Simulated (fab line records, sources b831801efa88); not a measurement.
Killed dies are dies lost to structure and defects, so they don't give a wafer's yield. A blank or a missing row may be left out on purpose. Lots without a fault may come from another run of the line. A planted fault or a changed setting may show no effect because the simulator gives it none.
Which tool did it? | flow sky130 | 14 lots, 42 wafers sampled, at 3 steps of a route of 708

WHAT THE GAUGES READ, wafer by wafer
SKY_CAP2M_THK_MEAS_04: measures by xrf. Usual: CAP2M_TIN_THK 200.1 nm, standard deviation 2.9.
lot  | measured     | on            | CAP2M_TIN_THK (nm) | flag
L999 | day 39 21:34 | film_metro-02 | 198.8 198.4 196.5  |
L100 | day 40 02:36 | film_metro-04 | 200.3 197.6 200.9  |
L101 | day 40 10:50 | film_metro-04 | 201.0 201.3 201.1  |
L102 | day 40 14:54 | film_metro-03 | 200.0 201.6 202.6  |
L103 | day 41 01:41 | film_metro-02 | 199.3 196.6 195.3  |
L106 | day 41 23:03 | film_metro-04 | 199.8 201.3 200.4  |
L107 | day 42 07:27 | film_metro-03 | 205.0 202.7 203.8  |
L108 | day 42 20:12 | film_metro-02 | 205.6 202.4 201.0  |
L109 | day 42 22:19 | film_metro-03 | 196.5 197.5 199.5  |
L111 | day 43 05:25 | film_metro-02 | 193.8 194.5 195.7  |
L112 | day 43 10:49 | film_metro-03 | 205.2 203.1 203.3  |
L113 | day 44 01:31 | film_metro-04 | 202.2 201.2 202.6  |
L114 | day 44 11:09 | film_metro-02 | 203.3 201.4 202.8  |
L118 | day 45 04:11 | film_metro-02 | 196.7 199.5 197.9  |

WHICH TOOL RAN EACH LOT (tool, then ch and the chambers of the sampled wafers, then the start)
lot  | SKY_METAL4_SPUTTER_00        | SKY_METAL4_SPUTTER_02
L999 | pvd_sputter-02, day 39 21:05 | pvd_sputter-02, day 39 21:08
L100 | pvd_sputter-03, day 40 02:07 | pvd_sputter-03, day 40 02:10
L101 | pvd_sputter-02, day 40 10:22 | pvd_sputter-02, day 40 10:25
L102 | pvd_sputter-02, day 40 14:26 | pvd_sputter-02, day 40 14:29
L103 | pvd_sputter-03, day 41 01:13 | pvd_sputter-03, day 41 01:16
L106 | pvd_sputter-01, day 41 22:35 | pvd_sputter-01, day 41 22:38
L107 | pvd_sputter-01, day 42 06:59 | pvd_sputter-01, day 42 07:02
L108 | pvd_sputter-02, day 42 19:44 | pvd_sputter-02, day 42 19:47
L109 | pvd_sputter-01, day 42 21:49 | pvd_sputter-01, day 42 21:52
L111 | pvd_sputter-03, day 43 04:57 | pvd_sputter-03, day 43 04:59
L112 | pvd_sputter-03, day 43 10:21 | pvd_sputter-03, day 43 10:24
L113 | pvd_sputter-03, day 44 01:03 | pvd_sputter-03, day 44 01:06
L114 | pvd_sputter-03, day 44 10:40 | pvd_sputter-03, day 44 10:43
L118 | pvd_sputter-01, day 45 03:43 | pvd_sputter-01, day 45 03:46
- SKY_METAL4_SPUTTER_00: material Ti, target thk 15 nm, time 10 s.
- SKY_METAL4_SPUTTER_02: material AlCu, target thk 735 nm, time 39.1 s.

WHAT THE TOOLS THEMSELVES READ (means of the sampled wafers that have a number; where no wafer has one, the mark that the record gives instead)
SKY_METAL4_SPUTTER_00. Usual: throttle_valve_pct 30.8 %, standard deviation 1.3.
lot  | tool           | throttle_valve_pct (%) | flag
L999 | pvd_sputter-02 | 31.5                   |
L100 | pvd_sputter-03 | 31.3                   |
L101 | pvd_sputter-02 | 30.7                   |
L102 | pvd_sputter-02 | 31.4                   |
L103 | pvd_sputter-03 | 30.7                   |
L106 | pvd_sputter-01 | 30.7                   |
L107 | pvd_sputter-01 | 29.9                   |
L108 | pvd_sputter-02 | 30.6                   |
L109 | pvd_sputter-01 | 30.6                   |
L111 | pvd_sputter-03 | 32.0                   |
L112 | pvd_sputter-03 | 31.2                   |
L113 | pvd_sputter-03 | 31.3                   |
L114 | pvd_sputter-03 | 30.8                   |
L118 | pvd_sputter-01 | 29.9                   |

SKY_METAL4_SPUTTER_02. Usual: throttle_valve_pct 30.8 %, standard deviation 1.2.
lot  | tool           | throttle_valve_pct (%) | flag
L999 | pvd_sputter-02 | 31.3                   |
L100 | pvd_sputter-03 | 31.2                   |
L101 | pvd_sputter-02 | 30.5                   |
L102 | pvd_sputter-02 | 31.2                   |
L103 | pvd_sputter-03 | 30.6                   |
L106 | pvd_sputter-01 | 30.7                   |
L107 | pvd_sputter-01 | 30.0                   |
L108 | pvd_sputter-02 | 30.5                   |
L109 | pvd_sputter-01 | 30.6                   |
L111 | pvd_sputter-03 | 31.7                   |
L112 | pvd_sputter-03 | 31.3                   |
L113 | pvd_sputter-03 | 31.2                   |
L114 | pvd_sputter-03 | 30.8                   |
L118 | pvd_sputter-01 | 29.6                   |

THE ANSWER, worked out from the rows above alone
Rule: a lot is off if the mean of its wafers that have a number lies more than 3 standard deviations from the usual mean. A lot without any number at a reading at which 4 lots or more have one is off too. The other lots that the step has rows for count as sound. The gauges are gone through in route order, then the tools' own readings, and for those a lot's mean is taken as printed above. The first step at which some lot is off is used, and at that step the reading that is off furthest; a lot without a number counts as furthest.
No lot is off at any reading shown: from this, nothing can be told.

WHAT THE SIMULATOR HAD PUT IN
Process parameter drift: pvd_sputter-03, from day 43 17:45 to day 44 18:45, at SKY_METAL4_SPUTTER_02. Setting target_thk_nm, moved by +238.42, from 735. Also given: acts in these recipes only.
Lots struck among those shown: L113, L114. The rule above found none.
